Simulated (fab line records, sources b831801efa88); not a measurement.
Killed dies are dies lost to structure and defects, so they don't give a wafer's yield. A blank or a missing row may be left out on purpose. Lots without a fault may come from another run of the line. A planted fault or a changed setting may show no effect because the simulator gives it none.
fab line records | flow sfq_line
record lots=14 wafers=42 last_day=80
route steps=325 shown M2@99 I2@105 M4@158
lots that met no fault: from a run of the same line without faults
start_h: hours from the record's first day to the start of the lot's first wafer shown | wait_h: hours since the lot's step before | " the same as in the row above | L1.1+2: a row that stands for several wafers | - no value, or no start given | * or withheld: withheld | < > ~ a bound
route shown NAME@n: a module of which the file shows steps, and the number in the route of the first | usual: mean/standard deviation of fault-free wafers | same: alike in all rows | chamber/n: place in a boat | sites: the reading at each site | _std_site: their standard deviation | _edge_site: outer sites' mean less inner sites' | radius_mm: how far each site lies from the wafer's centre | mask NAME#n: copy n | behind: the tool/chamber that last shaped the wafer | hold: why the lot was held/for how many hours/how that ended | device: the transistor (n, p or np) that didn't switch | end of line: the same wafers' tests at the end of the route | a step without rows: its recipe alone | killed: dies lost to structure and defects at the first sort, not the wafer's yield | map: a wafer's dies, x killed, . not, _ none there
set.NAME: the setting as run; set.NAME@STEP: as run at that earlier step | model.NAME: the simulator's own value behind a step, which no gauge read
steps of the route over a sample of lots; a table a step, a row a wafer
services: from which hour (start_h, from the record's first day; less than 0 if before it) a tool's chamber was out of use, for how many hours, and why
## steps
# step SFQ_TRILAYER_M2_BARC_OPEN_METAL_ETCH_077
# recipe mask_material=PR chemistry=O2 target_depth_nm=125 target=BARC icp_w=600 bias_w=80 pressure_mtorr=10 time_s=41.7
# usual drypump_motor_current_A=5.4/0.39 oes_product_au=0.684/0.0048 run_length_s=69.99/0.28
# columns lot.wafer tool chamber start_h wait_h drypump_motor_current_A oes_product_au rf_hours_counter_h run_length_s
L100.1 rie_metal-02 1 406.87 0.0 5.9 0.685 46 69.88
L100.3 " 1 " " 5.9 0.688 - 70.11
L100.4 " 0 " " 5.7 0.680 - 69.69
L101.1 rie_metal-02 1 410.47 0.0 6.0 0.685 47 69.68
L101.5 " 1 " " 5.9 0.684 - 69.65
L101.6 " 0 " " 5.8 0.683 - 69.70
L102.2 rie_metal-04 1 417.59 0.0 4.9 0.685 - 70.38
L102.3 " 1 " " 4.9 0.684 - 70.24
L102.4 " 1 " " 4.9 0.688 - 69.96
L103.1 rie_metal-04 1 429.57 0.0 4.9 0.686 26 70.09
L103.2 " 1 " " 4.8 0.681 - 70.14
L103.5 " 1 " " 4.9 0.679 - 69.92
L104.4 rie_metal-04 0 443.99 0.0 5.1 0.689 - 69.81
L104.5 " 0 " " 5.1 0.680 - 69.77
L104.6 " 1 " " 4.9 0.680 - 70.48
L106.1 rie_metal-02 0 459.12 0.0 5.8 0.685 89 69.99
L106.2 " 1 " " 6.0 0.683 55 70.44
L106.4 " 1 " " 5.9 0.679 - 69.62
L107.1 rie_metal-03 1 471.12 0.0 5.4 0.680 165 69.70
L107.3 " 0 " " 5.3 0.687 - 69.85
L107.5 " 0 " " 5.3 0.683 - 69.82
L108.3 rie_metal-03 0 478.34 0.0 5.3 0.689 - 70.15
L108.4 " 1 " " 5.4 0.694 - 69.73
L108.5 " 1 " " 5.4 0.688 - 69.95
L113.1 rie_metal-04 1 506.65 0.0 4.8 0.673 38 69.96
L113.4 " 1 " " 4.8 0.692 - 70.45
L113.5 " 1 " " 4.8 0.684 - 70.05
L115.2 rie_metal-04 0 530.65 0.0 5.1 0.684 14 69.79
L115.4 " 1 " " 4.9 0.694 - 69.99
L115.6 " 0 " " 5.1 0.685 - 70.16
L116.1 rie_metal-04 1 533.05 0.0 4.9 0.675 43 70.48
L116.2 " 0 " " 5.1 0.680 15 69.86
L116.5 " 1 " " 4.9 0.695 - 70.58
L117.3 rie_metal-03 0 546.29 0.1 5.3 0.690 - 70.47
L117.5 " 0 " " 5.3 0.690 - 70.13
L117.6 " 0 " " 5.3 0.689 - 70.08
L121.1 rie_metal-03 1 581.05 0.0 5.4 0.685 6 69.63
L121.2 " 0 " " 5.3 0.686 14 70.49
L121.6 " 0 " " 5.3 0.680 - 69.89
L123.1 rie_metal-04 0 596.55 0.0 5.1 0.685 29 70.28
L123.3 " 0 " " 5.1 0.693 - 69.77
L123.5 " 1 " " 4.8 0.682 - 69.92
# step SFQ_I2_BOW_MEAS_917
# recipe mode=bow
# usual I2_BOW=4/8.4
# columns lot.wafer tool chamber start_h wait_h I2_BOW[um]
L100.1 film_metro-02 - 413.43 2.0 -1
L100.3 " - " " 11
L100.4 " - " " 7
L101.1 film_metro-02 - 416.43 2.0 17
L101.5 " - " " 18
L101.6 " - " " 14
L102.2 film_metro-01 - 425.45 1.0 7
L102.3 " - " " 9
L102.4 " - " " 17
L103.1 film_metro-01 - 442.61 1.0 1
L103.2 " - " " 0
L103.5 " - " " -3
L104.4 film_metro-03 - 453.28 2.6 3
L104.5 " - " " -4
L104.6 " - " " -2
L106.1 film_metro-03 - 471.22 2.5 7
L106.2 " - " " 4
L106.4 " - " " 3
L107.1 film_metro-03 - 479.89 1.5 21
L107.3 " - " " 17
L107.5 " - " " 21
L108.3 film_metro-02 - 486.26 1.5 15
L108.4 " - " " 12
L108.5 " - " " 8
L113.1 film_metro-01 - 523.02 1.0 6
L113.4 " - " " -4
L113.5 " - " " -4
L115.2 film_metro-01 - 547.04 2.0 10
L115.4 " - " " -12
L115.6 " - " " 9
L116.1 film_metro-02 - 547.96 2.0 7
L116.2 " - " " 14
L116.5 " - " " 3
L117.3 film_metro-01 - 563.00 1.0 17
L117.5 " - " " 13
L117.6 " - " " 11
L121.1 film_metro-01 - 604.08 2.0 4
L121.2 " - " " 1
L121.6 " - " " -5
L123.1 film_metro-03 - 619.08 2.0 21
L123.3 " - " " 7
L123.5 " - " " 7
# step SFQ_M4_OVL_MEAS_926
# usual M4_OVL=3/6.6
# columns lot.wafer tool chamber start_h wait_h M4_OVL[nm]
L100.1 overlay-02 - 814.16 0.1 1
L100.3 " - " " -4
L100.4 " - " " -6
L101.1 overlay-02 - 821.36 0.1 9
L101.5 " - " " 9
L101.6 " - " " 7
L102.2 overlay-02 - 831.74 0.1 10
L102.3 " - " " 6
L102.4 " - " " 13
L103.1 overlay-01 - 845.53 0.1 5
L103.2 " - " " 3
L103.5 " - " " -2
L104.4 overlay-01 - 856.66 0.1 6
L104.5 " - " " -6
L104.6 " - " " 4
L106.1 overlay-01 - 868.64 0.1 -10
L106.2 " - " " -10
L106.4 " - " " -6
L107.1 overlay-01 - 871.04 0.1 7
L107.3 " - " " 4
L107.5 " - " " 3
L108.3 overlay-01 - 879.45 0.1 7
L108.4 " - " " 12
L108.5 " - " " 10
L113.1 overlay-01 - 903.44 0.1 -4
L113.4 " - " " 0
L113.5 " - " " -4
L115.2 overlay-02 - 917.84 0.1 0
L115.4 " - " " -8
L115.6 " - " " -5
L116.1 overlay-01 - 923.64 0.1 -3
L116.2 " - " " 4
L116.5 " - " " -1
L117.3 overlay-01 - 929.65 0.1 0
L117.5 " - " " 3
L117.6 " - " " -4
L121.1 overlay-02 - 954.94 0.1 1
L121.2 " - " " -3
L121.6 " - " " 0
L123.1 overlay-01 - 965.29 0.1 -2
L123.3 " - " " -7
L123.5 " - " " -4
# step SFQ_TRILAYER_M4_ETCH_METAL_ETCH_096
# recipe target=Nb stop_on=SiO2 mask_material=PR chemistry=Cl2/Ar target_depth_nm=240 icp_w=600 bias_w=80 pressure_mtorr=10 time_s=120
# usual drypump_motor_current_A=5.5/0.37 oes_product_au=0.897/0.0084 run_length_s=148.29/0.25
# columns lot.wafer tool chamber start_h wait_h drypump_motor_current_A oes_product_au rf_hours_counter_h run_length_s
L100.1 rie_metal-03 1 814.25 0.0 5.4 0.881 52 148.05
L100.3 " 1 " " 5.4 0.899 - 148.11
L100.4 " 0 " " 5.3 0.894 - 148.59
L101.1 rie_metal-02 0 821.45 0.0 5.7 0.883 151 147.94
L101.5 " 0 " " 5.7 0.902 - 148.39
L101.6 " 1 " " 6.0 0.886 - 148.02
L102.2 rie_metal-03 1 831.83 0.0 5.4 0.915 55 148.25
L102.3 " 1 " " 5.4 0.890 - 147.91
L102.4 " 0 " " 5.3 0.906 - 148.54
L103.1 rie_metal-02 0 845.63 0.0 5.7 0.905 156 148.04
L103.2 " 1 " " 5.9 0.893 123 148.14
L103.5 " 1 " " 5.9 0.887 - 148.46
L104.4 rie_metal-03 1 856.78 0.1 5.4 0.886 - 148.57
L104.5 " 0 " " 5.3 0.881 - 148.38
L104.6 " 1 " " 5.4 0.886 - 148.33
L106.1 rie_metal-04 0 868.83 0.0 5.1 0.896 84 148.23
L106.2 " 1 " " 4.8 0.902 106 148.27
L106.4 " 1 " " 4.8 0.894 - 148.42
L107.1 rie_metal-02 1 871.19 0.1 6.0 0.894 129 148.22
L107.3 " 1 " " 6.0 0.902 - 148.33
L107.5 " 1 " " 6.0 0.909 - 148.21
L108.3 rie_metal-04 1 879.58 0.1 4.9 0.908 - 148.41
L108.4 " 0 " " 5.0 0.903 - 148.32
L108.5 " 0 " " 5.1 0.903 - 148.13
L113.1 rie_metal-03 1 903.53 0.0 5.4 0.892 65 147.98
L113.4 " 0 " " 5.3 0.886 - 148.92
L113.5 " 1 " " 5.4 0.888 - 148.23
L115.2 rie_metal-03 1 917.93 0.0 5.4 0.908 67 148.37
L115.4 " 1 " " 5.4 0.900 - 148.04
L115.6 " 0 " " 5.3 0.910 - 148.66
L116.1 rie_metal-03 1 923.73 0.0 5.4 1.015 69 132.39
L116.2 " 0 " " 5.3 0.990 77 132.93
L116.5 " 0 " " 5.3 0.993 - 132.69
L117.3 rie_metal-03 0 929.78 0.1 5.3 0.998 - 132.79
L117.5 " 0 " " 5.3 0.994 - 133.17
L117.6 " 1 " " 5.4 1.011 - 132.32
L121.1 rie_metal-02 1 955.03 0.0 5.9 0.891 150 148.13
L121.2 " 0 " " 5.8 0.897 13 148.23
L121.6 " 1 " " 5.9 0.888 - 148.16
L123.1 rie_metal-02 1 965.38 0.0 5.9 0.910 153 148.04
L123.3 " 0 " " 5.8 0.883 - 148.50
L123.5 " 0 " " 5.7 0.902 - 148.55
## services
# columns tool chamber start_h hours kind
rie_metal-02 1 396.81 7.1 repair
rie_metal-04 0 409.70 9.2 repair
rie_metal-04 0 419.14 - clean
rie_metal-04 0 419.14 13.9 scheduled_down
rie_metal-04 0 419.14 13.9 vent_cycle
rie_metal-04 - 477.13 2.8 pm
rie_metal-04 - 485.14 14.6 pm
rie_metal-03 - 502.13 0.9 repair
rie_metal-03 0 508.63 - clean
rie_metal-03 0 508.63 13.3 scheduled_down
rie_metal-03 0 508.63 13.3 vent_cycle
rie_metal-03 - 530.76 5.5 repair
rie_metal-03 1 536.24 - clean
rie_metal-03 1 536.24 16.1 scheduled_down
rie_metal-03 1 536.24 16.1 vent_cycle
rie_metal-02 - 576.12 40.3 repair
rie_metal-02 0 609.02 1.0 repair
rie_metal-04 1 749.18 16.4 repair
rie_metal-03 - 837.32 15.6 pm
rie_metal-03 - 866.77 14.6 pm
rie_metal-02 0 870.79 - clean
rie_metal-04 - 888.16 1.4 pm
rie_metal-03 1 942.42 2.1 repair
rie_metal-03 - 962.67 28.1 pm
## key
first_sign step=SFQ_TRILAYER_M4_ETCH_METAL_ETCH_096 reading=run_length_s direction=down sigmas=61 usual=* struck=*
effect step=SFQ_TRILAYER_M4_ETCH_METAL_ETCH_096 reading=oes_product_au direction=up sigmas=12 usual=0.897 struck=1.000
met_at SFQ_TRILAYER_M4_ETCH_METAL_ETCH_096
struck_lots L116,L117
not_acting_at SFQ_TRILAYER_M2_BARC_OPEN_METAL_ETCH_077,SFQ_I2_BOW_MEAS_917,SFQ_M4_OVL_MEAS_926
onset_between 917.93 923.73
fault kind=process_parameter_drift tool=rie_metal-03 chamber=- onset_h=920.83 steps=SFQ_TRILAYER_M4_ETCH_METAL_ETCH_096 channel=time_s offset=* shape=step end_h=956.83 acts_in=* stated=*
